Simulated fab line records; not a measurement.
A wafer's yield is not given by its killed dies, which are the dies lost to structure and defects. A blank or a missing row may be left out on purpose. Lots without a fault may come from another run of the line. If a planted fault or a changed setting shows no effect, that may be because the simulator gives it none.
fab line records -- flow gf180mcu -- part 1 of 2: steps 1 to 42 of 43
record lots=6, wafers=18, last_day=34
route steps=602 shown POLY_GATE@159 HV_LDD@176 PASSIVATION@602
lots that met no fault: from a run of the same line without faults
start_h: hours from the record's opening day to when the first of the lot's shown wafers began -- wait_h: hours since the lot's step before -- " same as the row above -- L1.1+2: a row that stands for several wafers -- - either no value or no given start -- * or withheld: withheld -- < > ~ a bound
route shown NAME@n: names a module that has steps shown in the file, with the first one's number in the route -- usual: the fault-free wafers' mean and standard deviation -- same: alike in all rows -- chamber/n: place in a boat -- sites: each site's reading -- _std_site: the standard deviation of these -- _edge_site: outer sites' mean less inner sites' -- radius_mm: how far each site lies from the wafer's centre -- mask NAME#n: copy n -- behind: tool/chamber where the wafer was last shaped -- hold: cause of the lot's hold/its duration in hours/its outcome -- device: the transistor (n, p or np) that didn't switch -- end of line: tests run on the same wafers once the route is complete -- for a step that has no rows: nothing shown but its recipe -- killed: the dies lost at the first sort to structure and to defects; this is not the yield of the wafer -- map: a wafer's dies, marking killed ones x, the rest . and places with no die _
set.NAME: the run value of the setting; set.NAME@STEP: its run value at that earlier step -- model.NAME: the simulator's own value behind a step, which no gauge read
certain route steps with their lots: each step a table, each wafer a row
services: from which hour (start_h, from the record's first day; less than 0 if before it) a tool's chamber was out of use, for how many hours, and why
## steps
# step GF_POLY_GATE_DEHYDRATE_02
# recipe temp_c=200, time_s=60
# step GF_POLY_GATE_HMDS_03
# recipe prime_time_s=60, prime_temp_c=120
# step GF_POLY_GATE_COAT_04
# recipe resist=BARC, temp_c=withheld, time_s=withheld, spin_rpm=withheld, resist_thk_nm=withheld
# step GF_POLY_GATE_COAT_05
# recipe resist=KrF, spin_rpm=withheld, resist_thk_nm=700
# step GF_POLY_GATE_SOFTBAKE_06
# recipe temp_c=130, time_s=60, resist=KrF
# step GF_POLY_GATE_EXPOSE_07
# recipe mask_id=Poly2, target_cd_nm=280, na=0.68, source_shape=conventional, sigma_outer=0.6, dose_mj=28
# step GF_POLY_GATE_PEB_08
# recipe peb_temp_c=135, peb_time_s=90, resist=KrF
# step GF_POLY_GATE_DEVELOP_09
# recipe develop_time_s=60, resist=KrF, dev_temp_c=21
# step GF_POLY_GATE_CD_MEAS_10
# recipe target_cd_nm=280
# usual cd_nm=280.5/1.3
lot.wafer,tool,chamber,start_h,wait_h,cd_nm
L918.1,cd_sem-02,-,194.25,0.1,281.5
L918.2,cd_sem-02,-,194.25,0.1,280.9
L918.6,cd_sem-02,-,194.25,0.1,281.3
L921.1,cd_sem-01,-,215.85,0.1,279.8
L921.5,cd_sem-01,-,215.85,0.1,279.7
L921.6,cd_sem-01,-,215.85,0.1,279.6
L923.1,cd_sem-02,-,229.60,0.1,282.1
L923.4,cd_sem-02,-,229.60,0.1,281.7
L923.6,cd_sem-02,-,229.60,0.1,283.2
L925.3,cd_sem-01,-,245.49,0.1,279.0
L925.4,cd_sem-01,-,245.49,0.1,279.7
L925.5,cd_sem-01,-,245.49,0.1,279.2
L933.1,cd_sem-01,-,317.75,0.1,281.8
L933.2,cd_sem-01,-,317.75,0.1,280.7
L933.6,cd_sem-01,-,317.75,0.1,281.3
L941.3,cd_sem-02,-,372.09,0.1,280.0
L941.4,cd_sem-02,-,372.09,0.1,280.4
L941.6,cd_sem-02,-,372.09,0.1,279.3
# step GF_POLY_GATE_OVL_MEAS_11
# usual POLY_GATE_OVL=1/3.9
lot.wafer,tool,chamber,start_h,wait_h,POLY_GATE_OVL[nm]
L918.1,overlay-02,-,194.37,0.1,-1
L918.2,overlay-02,-,194.37,0.1,-3
L918.6,overlay-02,-,194.37,0.1,-3
L921.1,overlay-01,-,215.97,0.1,0
L921.5,overlay-01,-,215.97,0.1,0
L921.6,overlay-01,-,215.97,0.1,2
L923.1,overlay-02,-,229.72,0.1,5
L923.4,overlay-02,-,229.72,0.1,2
L923.6,overlay-02,-,229.72,0.1,4
L925.3,overlay-01,-,245.58,0.1,6
L925.4,overlay-01,-,245.58,0.1,4
L925.5,overlay-01,-,245.58,0.1,9
L933.1,overlay-01,-,317.87,0.1,3
L933.2,overlay-01,-,317.87,0.1,0
L933.6,overlay-01,-,317.87,0.1,1
L941.3,overlay-02,-,372.18,0.1,-2
L941.4,overlay-02,-,372.18,0.1,-2
L941.6,overlay-02,-,372.18,0.1,-3
# step GF_POLY_GATE_ETCH_12
# recipe chemistry=N2/H2, target_depth_a=withheld, overetch_a=withheld, time_s=withheld, target=BARC, ion_energy_ev=200, source_w=500, bias_w=100, pressure_mtorr=30, n2_flow_sccm=100, h2_flow_sccm=200
# usual chamber_pressure_mTorr=29.998/0.025, drypump_motor_current_A=5.5/0.5, oes_product_au=0.735/0.0048, throttle_valve_pct=13.214/0.0084
lot.wafer,tool,chamber,start_h,wait_h,chamber_pressure_mTorr,drypump_motor_current_A,oes_product_au,throttle_valve_pct
L918.1,rie_diel-02,0,194.41,0.0,29.950,5.8,0.742,13.214
L918.2,rie_diel-02,2,194.41,0.0,29.969,5.3,0.734,13.201
L918.6,rie_diel-02,0,194.41,0.0,30.029,5.8,0.730,13.222
L921.1,rie_diel-01,2,216.01,0.0,30.011,6.4,0.729,13.208
L921.5,rie_diel-01,0,216.01,0.0,30.005,5.2,0.729,13.227
L921.6,rie_diel-01,1,216.01,0.0,30.038,5.6,0.740,13.204
L923.1,rie_diel-03,2,229.76,0.0,29.994,6.4,0.737,13.236
L923.4,rie_diel-03,3,229.76,0.0,30.033,5.0,0.727,13.218
L923.6,rie_diel-03,0,229.76,0.0,29.992,5.8,0.734,13.220
L925.3,rie_diel-02,0,245.61,0.0,30.013,5.7,0.740,13.218
L925.4,rie_diel-02,3,245.61,0.0,30.022,4.8,0.732,13.206
L925.5,rie_diel-02,3,245.61,0.0,30.035,4.8,0.731,13.213
L933.1,rie_diel-03,1,317.91,0.0,30.013,5.8,0.724,13.208
L933.2,rie_diel-03,2,317.91,0.0,30.019,6.4,0.732,13.223
L933.6,rie_diel-03,0,317.91,0.0,29.987,5.8,0.742,13.217
L941.3,rie_diel-03,2,372.20,0.0,30.041,6.4,0.734,13.217
L941.4,rie_diel-03,0,372.20,0.0,30.002,5.8,0.739,13.220
L941.6,rie_diel-03,3,372.20,0.0,30.002,5.0,0.737,13.211
# step GF_POLY_GATE_ETCH_13
# recipe target=poly-Si, target_depth_nm=198.5, stop_on=SiO2, over_etch_frac=0.403, chemistry=HBr/Cl2, icp_w=400, bias_w=100, pressure_mtorr=10, HBr_flow_sccm=150, Cl2_flow_sccm=50, time_s=69.6
# usual chamber_pressure_mTorr=10.000/0.0097, drypump_motor_current_A=6.0/0.33, oes_product_au=0.990/0.0072, throttle_valve_pct=33.685/0.0097
lot.wafer,tool,chamber,start_h,wait_h,chamber_pressure_mTorr,drypump_motor_current_A,oes_product_au,rf_hours_counter_h,throttle_valve_pct
L918.1,rie_si-01,1,194.46,-,9.998,6.4,1.001,98,33.684
L918.2,rie_si-01,3,194.46,-,10.011,6.1,1.005,17,33.674
L918.6,rie_si-01,1,194.46,-,9.999,6.4,0.993,-,33.695
L921.1,rie_si-02,1,216.06,-,10.007,6.1,0.997,37,33.675
L921.5,rie_si-02,0,216.06,-,9.984,6.3,0.978,-,33.689
L921.6,rie_si-02,1,216.06,-,10.003,6.1,0.992,-,33.687
L923.1,rie_si-01,2,229.81,-,10.001,6.0,0.988,2,33.677
L923.4,rie_si-01,0,229.81,-,10.005,5.3,0.988,81,33.678
L923.6,rie_si-01,0,229.81,-,9.989,5.3,0.993,-,33.680
L925.3,rie_si-02,1,245.66,-,9.994,6.1,0.984,37,33.685
L925.4,rie_si-02,2,245.66,-,10.009,6.0,0.998,1,33.708
L925.5,rie_si-02,1,245.66,-,9.996,6.1,0.991,-,33.689
L933.1,rie_si-01,0,317.96,-,10.009,5.4,0.990,82,33.680
L933.2,rie_si-01,3,317.96,-,10.001,6.1,0.994,18,33.667
L933.6,rie_si-01,2,317.96,-,10.006,6.0,0.980,-,33.678
L941.3,rie_si-01,1,372.26,-,9.996,6.4,0.998,0,33.660
L941.4,rie_si-01,3,372.26,-,9.998,6.1,0.988,19,33.685
L941.6,rie_si-01,0,372.26,-,10.017,5.3,0.989,-,33.666
# step GF_POLY_GATE_STRIP_14
# recipe chemistry=O2/N2, power_w=1400, pressure_mtorr=1500, platen_temp_c=250, o2_flow_sccm=3000, n2_flow_sccm=300, overash_fraction=0.5
# usual chamber_pressure_mTorr=1500.1/1.3, drypump_motor_current_A=5.7/0.48, heater_power_w=336/21, o2_flow_sccm=3001/8.6, oes_product_au=0.506/0.0046
# same overash_fraction=0.5
lot.wafer,tool,chamber,start_h,wait_h,chamber_pressure_mTorr,drypump_motor_current_A,heater_power_w,o2_flow_sccm,oes_product_au,rf_hours_counter_h
L918.1,plasma_asher-01,0,194.51,0.0,1500.8,5.1,358,3012,0.500,41
L918.2,plasma_asher-01,1,194.51,0.0,1500.7,5.0,384,2999,0.508,41
L918.6,plasma_asher-01,1,194.51,0.0,1500.2,5.0,376,2986,0.507,-
L921.1,plasma_asher-04,0,216.11,0.0,1500.4,5.7,322,2997,0.505,53
L921.5,plasma_asher-04,0,216.11,0.0,1501.1,5.7,324,2991,0.506,-
L921.6,plasma_asher-04,1,216.11,0.0,1496.5,6.4,342,2998,0.511,-
L923.1,plasma_asher-04,1,229.86,0.0,1501.4,6.4,345,2998,0.504,54
L923.4,plasma_asher-04,1,229.86,0.0,1500.0,6.5,343,2993,0.514,-
L923.6,plasma_asher-04,1,229.86,0.0,1501.1,6.4,349,2978,0.504,-
L925.3,plasma_asher-04,1,245.75,0.1,1500.3,6.4,336,2999,0.503,-
L925.4,plasma_asher-04,0,245.75,0.1,1500.2,5.7,323,2996,0.505,-
L925.5,plasma_asher-04,1,245.75,0.1,1501.1,6.4,336,3000,0.508,-
L933.1,plasma_asher-01,1,318.01,0.0,1499.2,5.0,380,3005,0.503,52
L933.2,plasma_asher-01,0,318.01,0.0,1500.7,5.1,360,2996,0.507,52
L933.6,plasma_asher-01,1,318.01,0.0,1502.6,5.0,382,3005,0.508,-
L941.3,plasma_asher-01,0,372.34,0.1,1499.2,5.1,356,3006,0.505,-
L941.4,plasma_asher-01,1,372.34,0.1,1498.3,5.0,380,3011,0.510,-
L941.6,plasma_asher-01,1,372.34,0.1,1499.1,5.0,372,3001,0.505,-
# step GF_POLY_GATE_CLEAN_15
# recipe chemistry=SC1/SC2, mix=1:4:20, temp_c=70, time_s=150, dry=n2_spin
# step GF_POLY_GATE_OXIDATION_16
# recipe temp_c=850, ambient=O2, stabilise_s=600, purge_s=300, target_thk_a=40, ox_time_s=899
# step GF_POLY_GATE_THK_MEAS_17
# recipe reads=SiO2_of_POLY_GATE_OXIDATION_16
# usual POLY_GATE_OXIDATION_THK=4.03/0.084
lot.wafer,tool,chamber,start_h,wait_h,POLY_GATE_OXIDATION_THK[nm]
L918.1,film_metro-03,-,197.20,0.0,4.08
L918.2,film_metro-03,-,197.20,0.0,4.07
L918.6,film_metro-03,-,197.20,0.0,4.10
L921.1,film_metro-02,-,217.51,0.0,4.07
L921.5,film_metro-02,-,217.51,0.0,4.05
L921.6,film_metro-02,-,217.51,0.0,4.04
L923.1,film_metro-04,-,231.63,0.0,4.16
L923.4,film_metro-04,-,231.63,0.0,4.19
L923.6,film_metro-04,-,231.63,0.0,4.18
L925.3,film_metro-03,-,247.13,0.0,3.96
L925.4,film_metro-03,-,247.13,0.0,3.91
L925.5,film_metro-03,-,247.13,0.0,3.83
L933.1,film_metro-04,-,319.41,0.0,4.05
L933.2,film_metro-04,-,319.41,0.0,4.11
L933.6,film_metro-04,-,319.41,0.0,4.20
L941.3,film_metro-03,-,373.73,0.0,4.14
L941.4,film_metro-03,-,373.73,0.0,4.11
L941.6,film_metro-03,-,373.73,0.0,4.10
# step GF_POLY_GATE_CD_MEAS_18
# usual cd_nm=280.2/1.6
lot.wafer,tool,chamber,start_h,wait_h,cd_nm
L918.1,cd_sem-02,-,197.26,0.1,280.1
L918.2,cd_sem-02,-,197.26,0.1,280.4
L918.6,cd_sem-02,-,197.26,0.1,281.7
L921.1,cd_sem-01,-,217.57,0.1,280.4
L921.5,cd_sem-01,-,217.57,0.1,279.2
L921.6,cd_sem-01,-,217.57,0.1,279.9
L923.1,cd_sem-01,-,231.69,0.1,282.2
L923.4,cd_sem-01,-,231.69,0.1,282.5
L923.6,cd_sem-01,-,231.69,0.1,282.1
L925.3,cd_sem-01,-,247.23,0.1,277.9
L925.4,cd_sem-01,-,247.23,0.1,279.4
L925.5,cd_sem-01,-,247.23,0.1,278.3
L933.1,cd_sem-02,-,319.53,0.1,281.0
L933.2,cd_sem-02,-,319.53,0.1,279.8
L933.6,cd_sem-02,-,319.53,0.1,280.1
L941.3,cd_sem-02,-,373.83,0.1,280.4
L941.4,cd_sem-02,-,373.83,0.1,280.6
L941.6,cd_sem-02,-,373.83,0.1,279.2
# step GF_HV_LDD_DEHYDRATE_00
# recipe temp_c=200, time_s=60
# step GF_HV_LDD_HMDS_01
# recipe prime_time_s=60, prime_temp_c=120
# step GF_HV_LDD_COAT_02
# recipe resist=NOVOLAK, spin_rpm=3000, resist_thk_nm=1000
# step GF_HV_LDD_SOFTBAKE_03
# recipe temp_c=90, time_s=60, resist=NOVOLAK
# step GF_HV_LDD_EXPOSE_04
# recipe mask_id=Nplus_LV_AREA, target_cd_nm=400, na=0.6, source_shape=conventional, sigma_outer=0.6, dose_mj=140
# step GF_HV_LDD_PEB_05
# recipe temp_c=withheld, time_s=*, resist=NOVOLAK
# step GF_HV_LDD_DEVELOP_06
# recipe develop_time_s=60, dev_temp_c=21.76
# step GF_HV_LDD_CD_MEAS_07
# recipe target_cd_nm=400
# usual cd_nm=400.2/2.4
lot.wafer,tool,chamber,start_h,wait_h,cd_nm
L918.1,cd_sem-02,-,214.60,0.1,399.1
L918.2,cd_sem-02,-,214.60,0.1,399.7
L918.6,cd_sem-02,-,214.60,0.1,400.2
L921.1,cd_sem-02,-,235.46,0.1,399.7
L921.5,cd_sem-02,-,235.46,0.1,400.1
L921.6,cd_sem-02,-,235.46,0.1,400.9
L923.1,cd_sem-01,-,250.61,0.1,397.3
L923.4,cd_sem-01,-,250.61,0.1,396.5
L923.6,cd_sem-01,-,250.61,0.1,399.3
L925.3,cd_sem-01,-,266.64,0.1,405.2
L925.4,cd_sem-01,-,266.64,0.1,402.4
L925.5,cd_sem-01,-,266.64,0.1,402.9
L933.1,cd_sem-02,-,341.51,0.1,403.9
L933.2,cd_sem-02,-,341.51,0.1,403.6
L933.6,cd_sem-02,-,341.51,0.1,401.2
L941.3,cd_sem-01,-,396.39,0.1,402.9
L941.4,cd_sem-01,-,396.39,0.1,403.4
L941.6,cd_sem-01,-,396.39,0.1,404.4
# step GF_HV_LDD_OVL_MEAS_08
# usual HV_LDD_OVL=0.5/1.2
lot.wafer,tool,chamber,start_h,wait_h,HV_LDD_OVL[nm]
L918.1,overlay-02,-,214.72,0.1,0.4
L918.2,overlay-02,-,214.72,0.1,-0.5
L918.6,overlay-02,-,214.72,0.1,0.3
L921.1,overlay-02,-,235.58,0.1,0.7
L921.5,overlay-02,-,235.58,0.1,-1.2
L921.6,overlay-02,-,235.58,0.1,2.6
L923.1,overlay-01,-,250.73,0.1,1.6
L923.4,overlay-01,-,250.73,0.1,0.6
L923.6,overlay-01,-,250.73,0.1,0.0
L925.3,overlay-01,-,266.73,0.1,-2.2
L925.4,overlay-01,-,266.73,0.1,-1.1
L925.5,overlay-01,-,266.73,0.1,-1.9
L933.1,overlay-02,-,341.63,0.1,2.2
L933.2,overlay-02,-,341.63,0.1,-0.3
L933.6,overlay-02,-,341.63,0.1,1.3
L941.3,overlay-01,-,396.48,0.1,1.4
L941.4,overlay-01,-,396.48,0.1,0.0
L941.6,overlay-01,-,396.48,0.1,0.2
# step GF_HV_LDD_IMPLANT_09
# recipe species=As, energy_kev=40, dose_cm2=1e+14, tilt_deg=7
# step GF_HV_LDD_STRIP_10
# recipe chemistry=O2/N2, power_w=1400, pressure_mtorr=1500, platen_temp_c=250, o2_flow_sccm=3000, n2_flow_sccm=300, overash_fraction=0.5
# usual chamber_pressure_mTorr=1500.1/1.3, drypump_motor_current_A=5.8/0.33, heater_power_w=321/21, o2_flow_sccm=3000/9.5, oes_product_au=0.717/0.0044, strip_time_to_endpoint_s=12.63/0.032
# same overash_fraction=0.5
lot.wafer,tool,chamber,start_h,wait_h,chamber_pressure_mTorr,drypump_motor_current_A,heater_power_w,o2_flow_sccm,oes_product_au,rf_hours_counter_h,strip_time_to_endpoint_s
L918.1,plasma_asher-03,0,214.91,0.1,1499.5,5.5,314,2991,0.725,55,12.64
L918.2,plasma_asher-03,1,214.91,0.1,1501.6,5.7,319,2998,0.710,55,12.62
L918.6,plasma_asher-03,1,214.91,0.1,1498.9,5.7,313,2996,0.720,-,12.60
L921.1,plasma_asher-04,0,235.77,0.1,1499.7,5.7,330,3012,0.714,55,12.66
L921.5,plasma_asher-04,1,235.77,0.1,1498.7,6.4,336,2996,0.708,-,12.65
L921.6,plasma_asher-04,0,235.77,0.1,1497.4,5.7,325,3005,0.708,-,12.66
L923.1,plasma_asher-02,0,250.91,0.1,1500.9,5.5,266,3011,0.711,15,12.64
L923.4,plasma_asher-02,0,250.91,0.1,1499.7,5.6,260,3000,0.716,-,12.56
L923.6,plasma_asher-02,1,250.91,0.1,1502.4,5.8,343,2995,0.713,-,12.58
L925.3,plasma_asher-04,0,266.94,0.1,1499.7,5.7,333,2987,0.718,-,12.59
L925.4,plasma_asher-04,1,266.94,0.1,1498.4,6.4,342,2995,0.717,-,12.60
L925.5,plasma_asher-04,0,266.94,0.1,1500.0,5.7,319,2996,0.714,-,12.61
L933.1,plasma_asher-02,1,341.81,0.1,1498.9,5.8,339,2999,0.716,23,12.66
L933.2,plasma_asher-02,0,341.81,0.1,1500.9,5.6,273,3007,0.724,23,12.67
L933.6,plasma_asher-02,0,341.81,0.1,1499.1,5.6,279,3002,0.719,-,12.63
L941.3,plasma_asher-04,1,396.69,0.1,1501.5,6.4,335,3009,0.714,-,12.67
L941.4,plasma_asher-04,0,396.69,0.1,1502.7,5.7,322,3006,0.712,-,12.63
L941.6,plasma_asher-04,0,396.69,0.1,1499.7,5.7,320,3016,0.724,-,12.61
# step GF_HV_LDD_TW_MEAS_11
# usual HV_LDD_TW=2407/24
lot.wafer,tool,chamber,start_h,wait_h,HV_LDD_TW
L918.1,film_metro-01,-,215.01,0.1,2400
L918.2,film_metro-01,-,215.01,0.1,2403
L918.6,film_metro-01,-,215.01,0.1,2384
L921.1,film_metro-02,-,235.87,0.1,2365
L921.5,film_metro-02,-,235.87,0.1,2379
L921.6,film_metro-02,-,235.87,0.1,2379
L923.1,film_metro-01,-,251.01,0.1,2405
L923.4,film_metro-01,-,251.01,0.1,2397
L923.6,film_metro-01,-,251.01,0.1,2407
L925.3,film_metro-01,-,267.03,0.1,2414
L925.4,film_metro-01,-,267.03,0.1,2397
L925.5,film_metro-01,-,267.03,0.1,2404
L933.1,film_metro-01,-,341.91,0.1,2403
L933.2,film_metro-01,-,341.91,0.1,2385
L933.6,film_metro-01,-,341.91,0.1,2376
L941.3,film_metro-02,-,396.77,0.1,2386
L941.4,film_metro-02,-,396.77,0.1,2390
L941.6,film_metro-02,-,396.77,0.1,2399
# step GF_HV_LDD_DEHYDRATE_12
# recipe temp_c=200, time_s=60
# step GF_HV_LDD_HMDS_13
# recipe prime_time_s=60, prime_temp_c=120
# step GF_HV_LDD_COAT_14
# recipe resist=NOVOLAK, spin_rpm=3000, resist_thk_nm=1000
# step GF_HV_LDD_SOFTBAKE_15
# recipe temp_c=90, time_s=60, resist=NOVOLAK
# step GF_HV_LDD_EXPOSE_16
# recipe mask_id=Pplus_LV_AREA, target_cd_nm=400, na=0.6, source_shape=conventional, sigma_outer=0.6, dose_mj=140
# step GF_HV_LDD_PEB_17
# recipe temp_c=withheld, time_s=*, resist=NOVOLAK
# step GF_HV_LDD_DEVELOP_18
# recipe develop_time_s=60, dev_temp_c=23
# step GF_HV_LDD_CD_MEAS_19
# recipe target_cd_nm=400
# usual cd_nm=400.4/2.1
lot.wafer,tool,chamber,start_h,wait_h,cd_nm
L918.1,cd_sem-02,-,232.81,0.1,399.5
L918.2,cd_sem-02,-,232.81,0.1,400.5
L918.6,cd_sem-02,-,232.81,0.1,400.9
L921.1,cd_sem-01,-,254.16,0.1,401.5
L921.5,cd_sem-01,-,254.16,0.1,402.3
L921.6,cd_sem-01,-,254.16,0.1,400.3
L923.1,cd_sem-02,-,269.36,0.1,398.2
L923.4,cd_sem-02,-,269.36,0.1,400.4
L923.6,cd_sem-02,-,269.36,0.1,398.2
L925.3,cd_sem-01,-,286.65,0.1,400.1
L925.4,cd_sem-01,-,286.65,0.1,400.9
L925.5,cd_sem-01,-,286.65,0.1,400.3
L933.1,cd_sem-01,-,363.55,0.1,404.9
L933.2,cd_sem-01,-,363.55,0.1,406.7
L933.6,cd_sem-01,-,363.55,0.1,404.0
L941.3,cd_sem-02,-,421.20,0.1,400.6
L941.4,cd_sem-02,-,421.20,0.1,401.8
L941.6,cd_sem-02,-,421.20,0.1,400.5
# step GF_HV_LDD_OVL_MEAS_20
# usual HV_LDD_01_OVL=0.5/1.4
lot.wafer,tool,chamber,start_h,wait_h,HV_LDD_01_OVL[nm]
L918.1,overlay-02,-,232.93,0.1,-0.4
L918.2,overlay-02,-,232.93,0.1,-0.5
L918.6,overlay-02,-,232.93,0.1,1.8
L921.1,overlay-02,-,254.28,0.1,-2.9
L921.5,overlay-02,-,254.28,0.1,0.0
L921.6,overlay-02,-,254.28,0.1,1.2
L923.1,overlay-01,-,269.48,0.1,-0.2
L923.4,overlay-01,-,269.48,0.1,-0.5
L923.6,overlay-01,-,269.48,0.1,-0.1
L925.3,overlay-01,-,286.74,0.1,2.9
L925.4,overlay-01,-,286.74,0.1,2.3
L925.5,overlay-01,-,286.74,0.1,1.0
L933.1,overlay-01,-,363.67,0.1,1.8
L933.2,overlay-01,-,363.67,0.1,2.0
L933.6,overlay-01,-,363.67,0.1,0.7
L941.3,overlay-01,-,421.29,0.1,-0.1
L941.4,overlay-01,-,421.29,0.1,0.5
L941.6,overlay-01,-,421.29,0.1,-0.3
# step GF_HV_LDD_IMPLANT_21
# recipe species=BF2, energy_kev=25, dose_cm2=5e+13, tilt_deg=7
# step GF_HV_LDD_STRIP_22
# recipe chemistry=O2/N2, power_w=1400, pressure_mtorr=1500, platen_temp_c=250, o2_flow_sccm=3000, n2_flow_sccm=300, overash_fraction=0.5
# usual chamber_pressure_mTorr=1500.0/1.4, drypump_motor_current_A=5.8/0.3, heater_power_w=319/23, o2_flow_sccm=3000/9.3, oes_product_au=0.716/0.0045, strip_time_to_endpoint_s=12.63/0.041
# same overash_fraction=0.5
lot.wafer,tool,chamber,start_h,wait_h,chamber_pressure_mTorr,drypump_motor_current_A,heater_power_w,o2_flow_sccm,oes_product_au,rf_hours_counter_h,strip_time_to_endpoint_s
L918.1,plasma_asher-03,0,233.12,0.1,1501.0,5.5,308,3005,0.717,57,12.63
L918.2,plasma_asher-03,1,233.12,0.1,1500.2,5.7,322,3013,0.717,57,12.59
L918.6,plasma_asher-03,1,233.12,0.1,1501.5,5.7,312,2998,0.713,-,12.63
L921.1,plasma_asher-03,0,254.47,0.1,1499.9,5.5,308,2986,0.714,60,12.63
L921.5,plasma_asher-03,0,254.47,0.1,1497.5,5.5,305,2987,0.712,-,12.63
L921.6,plasma_asher-03,1,254.47,0.1,1500.9,5.7,325,3009,0.715,-,12.62
L923.1,plasma_asher-02,1,269.67,0.1,1498.7,5.8,348,3002,0.713,17,12.66
L923.4,plasma_asher-02,0,269.67,0.1,1500.0,5.6,274,3005,0.716,-,12.69
L923.6,plasma_asher-02,1,269.67,0.1,1500.4,5.8,342,3003,0.723,-,12.66
L925.3,plasma_asher-04,1,286.95,0.1,1498.7,6.5,342,2999,0.710,-,12.68
L925.4,plasma_asher-04,0,286.95,0.1,1502.0,5.7,327,2999,0.716,-,12.71
L925.5,plasma_asher-04,0,286.95,0.1,1500.0,5.7,327,2984,0.715,-,12.68
L933.1,plasma_asher-04,1,363.85,0.1,1500.2,6.5,338,2995,0.720,68,12.65
L933.2,plasma_asher-04,0,363.85,0.1,1499.2,5.7,321,2998,0.719,68,12.60
L933.6,plasma_asher-04,1,363.85,0.1,1499.9,6.4,342,2988,0.718,-,12.66
L941.3,plasma_asher-02,1,421.50,0.1,1500.6,5.7,344,3010,0.716,-,12.53
L941.4,plasma_asher-02,0,421.50,0.1,1500.9,5.6,273,2993,0.713,-,12.54
L941.6,plasma_asher-02,0,421.50,0.1,1499.4,5.5,271,3007,0.721,-,12.55
# step GF_HV_LDD_TW_MEAS_23
# usual HV_LDD_2_TW=1055/12
lot.wafer,tool,chamber,start_h,wait_h,HV_LDD_2_TW
L918.1,film_metro-02,-,233.22,0.1,1045
L918.2,film_metro-02,-,233.22,0.1,1040
L918.6,film_metro-02,-,233.22,0.1,1052
L921.1,film_metro-02,-,254.57,0.1,1042
L921.5,film_metro-02,-,254.57,0.1,1041
L921.6,film_metro-02,-,254.57,0.1,1043
L923.1,film_metro-04,-,269.77,0.1,1074
L923.4,film_metro-04,-,269.77,0.1,1077
L923.6,film_metro-04,-,269.77,0.1,1079
L925.3,film_metro-02,-,287.03,0.1,1047
L925.4,film_metro-02,-,287.03,0.1,1050
L925.5,film_metro-02,-,287.03,0.1,1047
L933.1,film_metro-04,-,363.95,0.1,1060
L933.2,film_metro-04,-,363.95,0.1,1061
L933.6,film_metro-04,-,363.95,0.1,1059
L941.3,film_metro-01,-,421.58,0.1,1050
L941.4,film_metro-01,-,421.58,0.1,1051
L941.6,film_metro-01,-,421.58,0.1,1052
# step GF_HV_LDD_DEHYDRATE_24
# recipe temp_c=200, time_s=60
